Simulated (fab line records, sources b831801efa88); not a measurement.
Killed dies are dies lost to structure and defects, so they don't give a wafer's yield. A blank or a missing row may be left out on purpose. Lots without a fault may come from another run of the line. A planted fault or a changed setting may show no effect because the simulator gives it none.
Which tool did it? | flow gf180mcu | 12 lots, 36 wafers sampled, at 4 steps of a route of 602

WHAT THE GAUGES READ, wafer by wafer
GF_CONTACT_BOW_MEAS_05.
lot  | measured     | on            | CONTACT_BOW (um)
L191 | day 15 01:46 | film_metro-04 | 67 64 56
L192 | day 15 10:56 | film_metro-02 | 62 64 58
L194 | day 16 00:43 | film_metro-02 | 76 68 60
L196 | day 16 21:32 | film_metro-01 | 67 70 72
L197 | day 17 08:25 | film_metro-04 | 59 74 69
L198 | day 18 02:27 | film_metro-01 | 64 75 67
L206 | day 20 14:13 | film_metro-04 | 63 67 66
L208 | day 21 05:43 | film_metro-01 | 63 70 80
L209 | day 21 12:28 | film_metro-04 | 73 66 70
L211 | day 22 10:06 | film_metro-01 | 71 65 60
L213 | day 22 20:49 | film_metro-02 | 69 52 67
L214 | day 23 03:44 | film_metro-04 | 59 64 72

GF_CONTACT_CD_MEAS_14: target cd 220 nm.
lot  | measured     | on        | cd_nm (nm)
L191 | day 15 23:13 | cd_sem-01 | 218.6 219.0 219.1
L192 | day 16 09:01 | cd_sem-01 | 218.7 220.6 218.4
L194 | day 16 23:02 | cd_sem-01 | 220.5 218.9 219.5
L196 | day 17 20:29 | cd_sem-02 | 220.7 221.6 221.1
L197 | day 18 08:04 | cd_sem-02 | 220.6 220.6 219.9
L198 | day 19 02:14 | cd_sem-01 | 221.8 222.3 222.7
L206 | day 21 14:17 | cd_sem-01 | 200.4 199.7 200.9
L208 | day 22 05:39 | cd_sem-01 | 200.7 200.3 201.9
L209 | day 22 12:16 | cd_sem-01 | 221.2 221.7 223.1
L211 | day 23 09:53 | cd_sem-01 | 221.1 222.0 221.9
L213 | day 23 20:28 | cd_sem-02 | 218.9 219.3 219.2
L214 | day 24 02:49 | cd_sem-01 | 220.1 221.0 221.0

WHICH TOOL RAN EACH LOT (tool, then ch and the chambers of the sampled wafers, then the start)
lot  | GF_SAB_CVD_00                   | GF_CONTACT_SOFTBAKE_10
L191 | pecvd-04 ch 0,1,2, day 14 02:58 | litho_track-03 ch 0, day 15 12:00
L192 | pecvd-02 ch 0,1, day 14 12:17   | litho_track-02 ch 0, day 15 22:00
L194 | pecvd-02 ch 0,1,2, day 15 01:37 | litho_track-03 ch 0, day 16 11:00
L196 | pecvd-04 ch 0,1,2, day 15 21:25 | litho_track-01 ch 0, day 17 08:00
L197 | pecvd-04 ch 0,1, day 16 08:37   | litho_track-01 ch 0, day 17 19:00
L198 | pecvd-02 ch 0,1, day 17 01:52   | litho_track-01 ch 0, day 18 14:00
L206 | pecvd-03 ch 0,1, day 19 12:07   | litho_track-02 ch 0, day 21 02:00
L208 | pecvd-04 ch 1,2, day 20 04:49   | litho_track-02 ch 0, day 21 17:00
L209 | pecvd-04 ch 0,2, day 20 11:16   | litho_track-01 ch 0, day 22 00:00
L211 | pecvd-03 ch 0,2, day 21 09:04   | litho_track-03 ch 0, day 22 21:00
L213 | pecvd-03 ch 0,1, day 21 19:49   | litho_track-01 ch 0, day 23 08:00
L214 | pecvd-04 ch 0,1,2, day 22 03:31 | litho_track-01 ch 0, day 23 15:00
- GF_SAB_CVD_00: deposits SiO2 from TEOS, target thk 50 nm, time 4.9302 s.
- GF_CONTACT_SOFTBAKE_10: time 60 s.

WHAT THE TOOLS THEMSELVES READ (means of the sampled wafers that have a number; where no wafer has one, the mark that the record gives instead)
GF_SAB_CVD_00.
lot  | tool     | heater_power_w (W) | rf_fwd_power_W (W)
L191 | pecvd-04 | 617                | 585.8
L192 | pecvd-02 | 699                | 586.1
L194 | pecvd-02 | 641                | 585.6
L196 | pecvd-04 | 605                | 585.3
L197 | pecvd-04 | 659                | 585.4
L198 | pecvd-02 | 697                | 585.4
L206 | pecvd-03 | 664                | 587.1
L208 | pecvd-04 | 596                | 585.2
L209 | pecvd-04 | 617                | 587.2
L211 | pecvd-03 | 612                | 586.6
L213 | pecvd-03 | 683                | 588.0
L214 | pecvd-04 | 648                | 587.3

GF_CONTACT_SOFTBAKE_10.
lot  | tool           | heater_power_total_W (W) | resist_line_temp_C (C) | run_length_s (s)
L191 | litho_track-03 | 93.07                    | 23.02                  | 88.92
L192 | litho_track-02 | 92.98                    | 22.84                  | 89.10
L194 | litho_track-03 | 93.00                    | 22.95                  | 88.90
L196 | litho_track-01 | 93.03                    | 23.08                  | 89.15
L197 | litho_track-01 | 93.06                    | 22.99                  | 89.20
L198 | litho_track-01 | 93.05                    | 23.11                  | 89.05
L206 | litho_track-02 | 129.83                   | 23.08                  | 49.61
L208 | litho_track-02 | 129.71                   | 23.01                  | 49.53
L209 | litho_track-01 | 93.05                    | 23.14                  | 89.26
L211 | litho_track-03 | 93.02                    | 22.91                  | 88.92
L213 | litho_track-01 | 93.10                    | 22.97                  | 89.16
L214 | litho_track-01 | 93.06                    | 23.10                  | 89.13

THE ANSWER, worked out from the rows above alone
Rule: what is usual is taken from the lots themselves. Put in order of their means at a reading, lots are off if they are a third of the lots or fewer, leave a main group of 4 or more, and stand apart from it by a gap of 3 or more times the standard deviation of the main group's means; of several such gaps the widest counts. A main group whose means are all the same, to the digits that the tables above print for the reading, isn't used. A lot without any number at a reading at which 4 lots or more have one is off too. The other lots that the step has rows for count as sound. The gauges are gone through in route order, then the tools' own readings, and for those a lot's mean is taken as printed above. The first step at which some lot is off is used, and at that step the reading that is off furthest; a lot without a number counts as furthest.
Off: L206, L208, at GF_CONTACT_CD_MEAS_14 (cd_nm). The main group: mean 220.5 nm, standard deviation 1.2.
A tool fits if, at a process step before that reading, it ran every lot that is off, and no sound lot after the first of them. The gauges at GF_CONTACT_CD_MEAS_14 aren't tried: what is off there is off at GF_CONTACT_SOFTBAKE_10 too, on other tools, and a gauge's error can't cause that. One fits: litho_track-02 at GF_CONTACT_SOFTBAKE_10. Its last sound lot is L192 (day 15 22:00), its first lot that is off L206 (day 21 02:00): a fault that began between those two fits.
The tool's own readings at GF_CONTACT_SOFTBAKE_10 bear it out: on the lots that are off they differ by more than 5 times the standard deviation of the sound lots' means. heater_power_total_W reads 129.77 W there against 93.04 W on the sound lots; run_length_s reads 49.57 s there against 89.08 s on the sound lots.

WHAT THE SIMULATOR HAD PUT IN
Process parameter drift: litho_track-02, from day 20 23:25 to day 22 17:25, at GF_CONTACT_SOFTBAKE_10. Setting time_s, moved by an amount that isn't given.
Lots struck among those shown: L206, L208. The rule above found the same.
